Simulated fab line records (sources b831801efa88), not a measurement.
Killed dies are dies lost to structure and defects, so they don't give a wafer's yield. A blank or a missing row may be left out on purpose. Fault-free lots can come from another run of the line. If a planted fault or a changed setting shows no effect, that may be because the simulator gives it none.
8D (eight disciplines) problem report, filled in by code + flow sky130 + the parts of the form that need people (team, actions taken, sign-off) are left out

== 1. THE ISSUE ==
VT_ADJUST_HVTP_TW at SKY_VT_ADJUST_HVTP_TW_MEAS_11 reads a mean of 30 on 3 wafers of 1 lot; wafers without a fault read 1355 with a standard deviation of 17. Measured from the usual mean, that is -78 standard deviations.
Seen first at day 11 05:31 on filmMetro-01, wafer L879.1. The record holds 39 wafers of 13 lots with a number at this step. The rule behind "out" and "out of limits": a value lying over 4 standard deviations away from the usual mean. Any other wafer with a number is counted as sound.

== 2. WHAT IT IS; WHAT IT IS NOT ==
| question                    | is                     | is not                                                                 |
|-----------------------------|------------------------|------------------------------------------------------------------------|
| which readings at this step | VT_ADJUST_HVTP_TW      | -                                                                      |
| which lots                  | L879                   | L860, L861, L863, L864, L867, L869, L871, L872, L873, L876, L877, L883 |
| which wafers of those lots  | all that have a number | -                                                                      |
| read on which gauges        | filmMetro-01           | filmMetro-03, filmMetro-04                                             |
| when                        | from day 11 05:31      | up to then (33 sound wafers); but 3 sound wafers of L883 came after    |

== 3. SUSPECTS, AND WHAT RULES EACH OUT ==
Counting: a tool at a process step up to the reading stays a suspect if it ran every lot that is out and no sound lot after the first of them.
- the gauge at SKY_VT_ADJUST_HVTP_TW_MEAS_11 has been ruled out. All the wafers that are out were read on filmMetro-01, but those of them that SKY_NWELL_STRIP_25 has rows for are out there too, on other tools.
- plasmaAsher-01 at SKY_NWELL_STRIP_25 (strips in O2/N2): kept. It ran the lot that is out, L879 (day 10 05:08), and no sound lot after that; its last sound lot up to then is L873 (day 8 12:29). Its own oesProductAu readings are out on those wafers.
- plasmaAsher-04 at SKY_VT_ADJUST_HVTP_STRIP_10 (strips in O2/N2): kept. It ran the lot that is out, L879 (day 11 05:25), and no sound lot after that; its last sound lot up to then is L876 (day 10 04:57). Its own stripTimeToEndpointS readings are out on those wafers.
After counting, plasmaAsher-01 at SKY_NWELL_STRIP_25 and plasmaAsher-04 at SKY_VT_ADJUST_HVTP_STRIP_10 remain.

== 4. THE CAUSE (what the simulator had put in) ==
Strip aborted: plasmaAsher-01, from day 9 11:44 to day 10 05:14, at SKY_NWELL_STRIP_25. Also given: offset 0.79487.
Counting leaves 2 suspects; this tool is one of them.

== 5. THE CHAIN OF EFFECTS, in route order ==
One row per reading whose mean, taken over the struck wafers that have a number, lies over 3 standard deviations from the usual. Only readings whose record carries a usual standard deviation are examined. hours: median over the lots of the time between each lot's start at the first step of this table that gives one and its start at this step. sigmas: the change, counted in usual standard deviations.
| hours | step                          | reading              | usual      | on struck wafers | change | sigmas      |
|-------|-------------------------------|----------------------|------------|------------------|--------|-------------|
| 0     | SKY_NWELL_STRIP_25            | oesProductAu         | 0.722 a.u. | 0.923            | +0.201 | +49         |
| 24    | SKY_VT_ADJUST_HVTP_STRIP_10   | stripTimeToEndpointS | 14.18 s    | 39.96            | +25.78 | +99 or more |
| 24    | SKY_VT_ADJUST_HVTP_TW_MEAS_11 | VT_ADJUST_HVTP_TW    | 1355       | 30               | -1325  | -78         |
Here are the process steps it includes:
- SKY_NWELL_STRIP_25: strips in O2/N2.
- SKY_VT_ADJUST_HVTP_STRIP_10: strips in O2/N2.
Readings that are blank on the struck wafers while sound wafers have them: stripTimeToEndpointS at SKY_NWELL_STRIP_25.

== 6. WHAT WOULD HAVE CAUGHT IT SOONER ==
In this record the first reading out of limits at a measuring or inspecting step was taken at day 11 05:31, 42 hours after the fault began at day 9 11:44.
Tool's own readings at SKY_NWELL_STRIP_25, oesProductAu: out on all struck wafers the step has rows for; an alarm limit on them would have tripped on the first.
The start of SKY_NWELL_STRIP_25 on plasmaAsher-01 came by day 11 05:31 for every one of the lots that are out (1). A hold on the tool at that time would have spared none of them.
